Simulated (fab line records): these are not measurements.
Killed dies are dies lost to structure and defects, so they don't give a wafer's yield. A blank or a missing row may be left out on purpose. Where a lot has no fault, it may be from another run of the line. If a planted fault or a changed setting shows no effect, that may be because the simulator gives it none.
fab line records + flow sky130 + part 2 of 2: steps 42 to 42 of 42
record
- lots=6
- wafers=18
- last_day=49
route steps=708 shown RES_XHIGH@339 SD_N@342 SD_P@359 SALICIDE@361 LI_CONTACT@362 PAD_OPEN@708
lots that met no fault: taken from a fault-free run of the same line
start_h: hours from the record's opening day to when the first of the lot's shown wafers began + wait_h: hours from the lot's prior step to this one + " repeats the value in the row above + L1.1+2: a single row standing in for several wafers + - value missing, or start not given + * or withheld: withheld + < > ~ a bound
route shown NAME@n: a module of which the file shows steps, and the number in the route of the first + usual: mean/standard deviation of fault-free wafers + same: alike in all rows + chamber/n: place in a boat + sites: each site's reading + _std_site: the standard deviation of these + _edge_site: inner sites' mean taken away from outer sites' mean + radius_mm: for every site, how far away it sits from the centre of the wafer + mask NAME#n: copy n + behind: tool/chamber where the wafer was last shaped + hold: why the lot went on hold/how many hours it stayed there/how the hold came to an end + device: which transistor (n, p or np) failed to switch + end of line: the tests these same wafers got at the end of their route + step lacking rows: just its recipe + killed: at the first sort, the dies lost to defects and structure; wafer yield is something else + map: dies across one wafer; x = killed, . = not, _ = none there
set.NAME: the run value of the setting; set.NAME@STEP: its run value at that earlier step + model.NAME: the simulator's own value behind a step, which no gauge read
certain route steps with their lots: each step a table, each wafer a row
services: when a tool's chamber went out of use (start_h, in hours from the record's first day, below 0 if earlier), for how many hours, and the reason
## steps
# step SKY_PAD_OPEN_PROBE_99
# usual
- killed_at_M0_to_M3=43/7.7
- killed_at_M4_up=3.0/1.7
- killed_at_contacts=24/5.2
- killed_at_front_end=15/4.5
- killed_at_other=0.3/0.5
- killed_dies=85/9.5
- killed_open=47/6.6
- killed_short=38/6.6
# same
- gross_dies=492
- killed_at_back_side=0
| lot.wafer | tool      | chamber | start_h | wait_h | killed_at_M0_to_M3 | killed_at_M4_up | killed_at_contacts | killed_at_front_end | killed_at_other | killed_dies | killed_open | killed_short | model.etest.nfet_16v.r_on_ohm_um | model.etest.nfet_g5v0d10v5.r_on_ohm_um | model.etest.nfet_01v8.r_on_ohm_um | model.etest.sonos_uncharged.r_on_ohm_um | model.etest.nfet_05v0_nvt.drive_ua_um | model.etest.nfet_g5v0d10v5.drive_ua_um | model.etest.nfet_16v.drive_ua_um | model.etest.res_ndiff.rs_ohm_sq_rim_less_centre |
|-----------|-----------|---------|---------|--------|--------------------|-----------------|--------------------|---------------------|-----------------|-------------|-------------|--------------|----------------------------------|----------------------------------------|-----------------------------------|-----------------------------------------|---------------------------------------|----------------------------------------|----------------------------------|-------------------------------------------------|
| L119.1    | prober-02 | -       | 1102.53 | 0.1    | 40                 | 1               | 20                 | 19                  | 0               | 80          | 36          | 44           | 1.404e+04                        | 1878                                   | 829.7                             | 789.7                                   | 577                                   | 612.4                                  | 224.7                            | 1.43                                            |
| L119.3    | prober-02 | -       | 1102.63 | 0.2    | 47                 | 2               | 29                 | 15                  | 2               | 95          | 52          | 43           | 1.414e+04                        | 1883                                   | 827.5                             | 786.6                                   | 574.7                                 | 602.5                                  | 220.6                            | -1.264                                          |
| L119.6    | prober-02 | -       | 1102.78 | 0.2    | 33                 | 2               | 25                 | 22                  | 1               | 83          | 51          | 32           | 1.412e+04                        | 1888                                   | 821                               | 795.1                                   | 576.2                                 | 609.2                                  | 222.1                            | 0.404                                           |
| L120.3    | prober-02 | -       | 1111.17 | 0.2    | 32                 | 7               | 17                 | 18                  | 1               | 75          | 38          | 37           | 1.376e+04                        | 1897                                   | 803.5                             | 790                                     | 575.1                                 | 607.7                                  | 225.4                            | -0.7243                                         |
| L120.5    | prober-02 | -       | 1111.27 | 0.2    | 33                 | 4               | 29                 | 16                  | 0               | 82          | 45          | 37           | 1.376e+04                        | 1889                                   | 819.6                             | 784.5                                   | 571.7                                 | 606.6                                  | 222.7                            | -0.4003                                         |
| L120.6    | prober-02 | -       | 1111.32 | 0.2    | 51                 | 3               | 23                 | 16                  | 0               | 93          | 52          | 41           | 1.39e+04                         | 1899                                   | 814.3                             | 782.7                                   | 568.9                                 | 601.4                                  | 222.8                            | -1.446                                          |
| L123.2    | prober-02 | -       | 1112.62 | 0.1    | 44                 | 7               | 29                 | 18                  | 1               | 99          | 55          | 44           | 1.389e+04                        | 1871                                   | 838.1                             | 789.2                                   | 586.1                                 | 618.4                                  | 226.7                            | -1.707                                          |
| L123.5    | prober-02 | -       | 1112.77 | 0.2    | 36                 | 3               | 20                 | 12                  | 0               | 71          | 40          | 31           | 1.399e+04                        | 1852                                   | 828.2                             | 775.4                                   | 588.7                                 | 620.7                                  | 228.5                            | -0.228                                          |
| L123.6    | prober-02 | -       | 1112.82 | 0.2    | 46                 | 6               | 24                 | 27                  | 0               | 103         | 49          | 54           | 1.398e+04                        | 1886                                   | 843.2                             | 787.3                                   | 587.5                                 | 615.3                                  | 226.3                            | 0.5679                                          |
| L124.2    | prober-01 | -       | 1122.58 | 0.1    | 52                 | 1               | 25                 | 10                  | 1               | 89          | 46          | 43           | 1.399e+04                        | 1857                                   | 818.4                             | 792.1                                   | 587                                   | 611.8                                  | 226.5                            | -0.1951                                         |
| L124.3    | prober-01 | -       | 1122.63 | 0.2    | 54                 | 0               | 30                 | 8                   | 1               | 93          | 46          | 47           | 1.402e+04                        | 1860                                   | 815                               | 799.4                                   | 580.4                                 | 616                                    | 226.6                            | -2.34                                           |
| L124.4    | prober-01 | -       | 1122.68 | 0.2    | 44                 | 1               | 26                 | 8                   | 1               | 80          | 48          | 32           | 1.407e+04                        | 1870                                   | 814.1                             | 797.1                                   | 584.9                                 | 618.1                                  | 223.6                            | -0.5508                                         |
| L132.1    | prober-02 | -       | 1174.11 | 0.1    | 49                 | 5               | 16                 | 12                  | 1               | 83          | 40          | 43           | 1.479e+04                        | 2018                                   | 872.5                             | 823                                     | 556.7                                 | 585.8                                  | 205.7                            | -4.571                                          |
| L132.5    | prober-02 | -       | 1174.31 | 0.2    | 43                 | 2               | 15                 | 11                  | 0               | 71          | 39          | 32           | 1.482e+04                        | 2006                                   | 859.6                             | 824.8                                   | 546.7                                 | 584.3                                  | 206.9                            | -3.826                                          |
| L132.6    | prober-02 | -       | 1174.36 | 0.2    | 32                 | 2               | 31                 | 14                  | 0               | 79          | 48          | 31           | 1.479e+04                        | 2005                                   | 855.3                             | 807.5                                   | 548.8                                 | 581.8                                  | 206.5                            | -5.12                                           |
| L133.1    | prober-01 | -       | 1175.13 | 0.1    | 35                 | 2               | 30                 | 17                  | 0               | 84          | 43          | 41           | 1.456e+04                        | 2009                                   | 867.3                             | 841.4                                   | 563.7                                 | 598.7                                  | 215.8                            | -2.706                                          |
| L133.2    | prober-01 | -       | 1175.18 | 0.1    | 42                 | 2               | 31                 | 12                  | 1               | 88          | 50          | 38           | 1.462e+04                        | 2006                                   | 867.9                             | 838.9                                   | 560.2                                 | 601.1                                  | 211.7                            | -1.521                                          |
| L133.3    | prober-01 | -       | 1175.23 | 0.2    | 35                 | 1               | 21                 | 12                  | 0               | 69          | 43          | 26           | 1.434e+04                        | 1969                                   | 857.8                             | 844.4                                   | 569.6                                 | 612.9                                  | 218.3                            | -2.364                                          |
# killed by level:class
L119.1 METAL2:geometric_particle:short=10 VIA1:geometric_particle:open=9 POLY_GATE:geometric_particle:short=7 LI_CONTACT:geometric_particle:open=6 LOCAL_INTERCONNECT:geometric_particle:short=5 METAL1:geometric_particle:short=5 POLY_GATE:geometric_particle:open=4 VIA3:geometric_particle:open=4
L119.3 VIA3:geometric_particle:open=10 CONTACT:geometric_particle:open=9 LI_CONTACT:geometric_particle:open=8 VIA1:geometric_particle:open=8 METAL2:geometric_particle:short=8 FIELD_ISO:geometric_particle:short=7 LOCAL_INTERCONNECT:geometric_particle:short=4 METAL1:geometric_particle:short=4
L119.6 CONTACT:geometric_particle:open=17 FIELD_ISO:geometric_particle:short=6 POLY_GATE:geometric_particle:open=6 VIA3:geometric_particle:open=6 VIA2:geometric_particle:open=5 VIA1:geometric_particle:open=5 VIA1:geometric_particle:short=4 LI_CONTACT:geometric_particle:open=3
L120.3 VIA1:geometric_particle:open=8 VIA3:geometric_particle:open=8 POLY_GATE:geometric_particle:short=7 CONTACT:geometric_particle:short=5 CONTACT:geometric_particle:open=5 POLY_GATE:geometric_particle:open=4 LOCAL_INTERCONNECT:geometric_particle:short=4 VIA2:geometric_particle:open=4
L120.5 LI_CONTACT:geometric_particle:open=11 VIA3:geometric_particle:open=10 CONTACT:geometric_particle:open=9 CONTACT:geometric_particle:short=5 POLY_GATE:geometric_particle:short=4 VIA3:geometric_particle:short=4 VIA2:geometric_particle:open=4 METAL4:geometric_particle:short=4
L120.6 VIA3:geometric_particle:open=16 CONTACT:geometric_particle:open=8 VIA1:geometric_particle:open=8 LI_CONTACT:geometric_particle:open=7 METAL2:geometric_particle:short=6 METAL1:geometric_particle:short=5 POLY_GATE:geometric_particle:open=4 CONTACT:geometric_particle:short=4
L123.2 CONTACT:geometric_particle:open=15 VIA3:geometric_particle:open=8 VIA1:geometric_particle:open=8 VIA2:geometric_particle:open=6 POLY_GATE:geometric_particle:short=5 METAL4:geometric_particle:short=5 LOCAL_INTERCONNECT:geometric_particle:short=4 CONTACT:geometric_particle:short=4
L123.5 CONTACT:geometric_particle:open=11 VIA3:geometric_particle:open=8 VIA1:geometric_particle:open=7 VIA1:geometric_particle:short=5 FIELD_ISO:geometric_particle:open=4 LI_CONTACT:geometric_particle:short=3 CONTACT:geometric_particle:short=3 METAL2:geometric_particle:short=3
L123.6 VIA1:geometric_particle:open=11 FIELD_ISO:geometric_particle:short=10 LI_CONTACT:geometric_particle:open=9 POLY_GATE:geometric_particle:short=7 CONTACT:geometric_particle:open=7 METAL1:geometric_particle:short=6 VIA2:geometric_particle:open=6 VIA3:geometric_particle:open=6
L124.2 VIA1:geometric_particle:open=13 VIA1:geometric_particle:short=11 METAL2:geometric_particle:short=9 LI_CONTACT:geometric_particle:open=8 CONTACT:geometric_particle:open=5 CONTACT:geometric_particle:short=5 METAL1:geometric_particle:short=5 VIA3:geometric_particle:open=5
L124.3 VIA1:geometric_particle:open=13 CONTACT:geometric_particle:open=10 METAL2:geometric_particle:short=8 LI_CONTACT:geometric_particle:open=6 CONTACT:geometric_particle:short=6 METAL1:geometric_particle:short=6 VIA2:geometric_particle:open=6 FIELD_ISO:geometric_particle:open=5
L124.4 VIA1:geometric_particle:open=12 LI_CONTACT:geometric_particle:open=9 METAL2:geometric_particle:short=8 CONTACT:geometric_particle:open=7 METAL1:geometric_particle:short=5 LI_CONTACT:geometric_particle:short=4 METAL1:geometric_particle:open=4 VIA2:geometric_particle:open=4
L132.1 VIA2:geometric_particle:open=8 VIA1:geometric_particle:open=8 VIA1:geometric_particle:short=7 VIA3:geometric_particle:open=6 METAL4:geometric_particle:short=5 LI_CONTACT:geometric_particle:open=5 METAL3:geometric_particle:short=5 POLY_GATE:geometric_particle:short=4
L132.5 VIA2:geometric_particle:open=9 METAL2:geometric_particle:short=7 VIA1:geometric_particle:open=6 VIA3:geometric_particle:open=5 LI_CONTACT:geometric_particle:open=4 METAL2:geometric_particle:open=4 CONTACT:geometric_particle:open=4 METAL1:geometric_particle:short=4
L132.6 VIA1:geometric_particle:open=12 LI_CONTACT:geometric_particle:open=11 FIELD_ISO:geometric_particle:open=7 CONTACT:geometric_particle:short=6 CONTACT:geometric_particle:open=6 LOCAL_INTERCONNECT:geometric_particle:short=4 METAL1:geometric_particle:short=4 METAL2:geometric_particle:short=4
L133.1 VIA1:geometric_particle:open=10 LI_CONTACT:geometric_particle:open=9 CONTACT:geometric_particle:open=8 POLY_GATE:geometric_particle:short=7 VIA3:geometric_particle:short=7 LOCAL_INTERCONNECT:geometric_particle:short=6 VIA3:geometric_particle:open=5 POLY_GATE:geometric_particle:open=4
L133.2 CONTACT:geometric_particle:open=10 VIA3:geometric_particle:open=9 LOCAL_INTERCONNECT:geometric_particle:short=8 VIA1:geometric_particle:open=8 VIA2:geometric_particle:open=7 LI_CONTACT:geometric_particle:open=5 CONTACT:geometric_particle:short=5 METAL2:geometric_particle:short=5
L133.3 VIA1:geometric_particle:open=8 LI_CONTACT:geometric_particle:open=7 CONTACT:geometric_particle:open=7 VIA3:geometric_particle:open=7 VIA3:geometric_particle:short=5 FIELD_ISO:geometric_particle:short=4 LI_CONTACT:geometric_particle:short=4 VIA2:geometric_particle:open=4
## services
| tool            | chamber | start_h | hours | kind                           |
|-----------------|---------|---------|-------|--------------------------------|
| cmp-01          | -       | 653.76  | 0.9   | repair                         |
| cmp-01          | -       | 661.36  | 1.1   | repair                         |
| cmp-02          | -       | 662.78  | 0.5   | repair                         |
| plasma_asher-02 | -       | 665.99  | 4.9   | repair                         |
| implanter-03    | -       | 692.30  | 6.0   | pm                             |
| cmp-02          | -       | 725.42  | 5.1   | repair                         |
| implanter-02    | -       | 728.08  | 2.1   | repair                         |
| plasma_asher-04 | -       | 733.75  | 9.0   | pm                             |
| plasma_asher-04 | 0       | 733.75  | 9.0   | vent_cycle                     |
| plasma_asher-04 | 1       | 733.75  | 9.0   | vent_cycle                     |
| cmp-02          | -       | 734.24  | 1.9   | repair                         |
| cmp-02          | -       | 741.98  | 1.1   | repair                         |
| plasma_asher-04 | 0       | 742.75  | -     | clean                          |
| plasma_asher-04 | 1       | 742.75  | -     | clean                          |
| cmp-02          | -       | 744.04  | 4.0   | pm                             |
| rtp_anneal-01   | -       | 744.42  | 4.2   | pm                             |
| implanter-02    | -       | 747.52  | 0.5   | repair                         |
| cmp-02          | -       | 748.04  | -     | consumable_replace:conditioner |
| cmp-01          | -       | 756.99  | 2.0   | repair                         |
| cmp-02          | -       | 758.24  | 1.5   | repair                         |
| implanter-02    | -       | 761.97  | 0.6   | repair                         |
| cmp-01          | -       | 784.01  | 0.5   | repair                         |
| rtp_anneal-02   | -       | 801.95  | 2.8   | pm                             |
| cmp-02          | -       | 804.84  | 2.1   | repair                         |
## key
first_sign none at tools or gauges
model_effect
- step=SKY_PAD_OPEN_PROBE_99
- value=etest.nfet_16v.r_on_ohm_um
- without=1.413e+04
- struck=1.465e+04
met_at SKY_SD_N_IMPLANT_09
struck_wafers L132.1,L132.5,L132.6,L133.1,L133.2,L133.3
tester_left_out L132,L133
onset_between 691.49 781.22
also_fits time
fault
- kind=process_parameter_drift
- tool=implanter-04
- chamber=-
- onset_h=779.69
- steps=SKY_SD_N_IMPLANT_09
- channel=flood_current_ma
- offset=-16
- shape=step
- end_h=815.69
# tester_left_out: of these lots the tester's yield and bins aren't shown, on N5 and GAA mostly nor the transistor test; their killed dies are dies lost to structure and defects alone, not to doping, threshold or leakage, so they don't give the yield
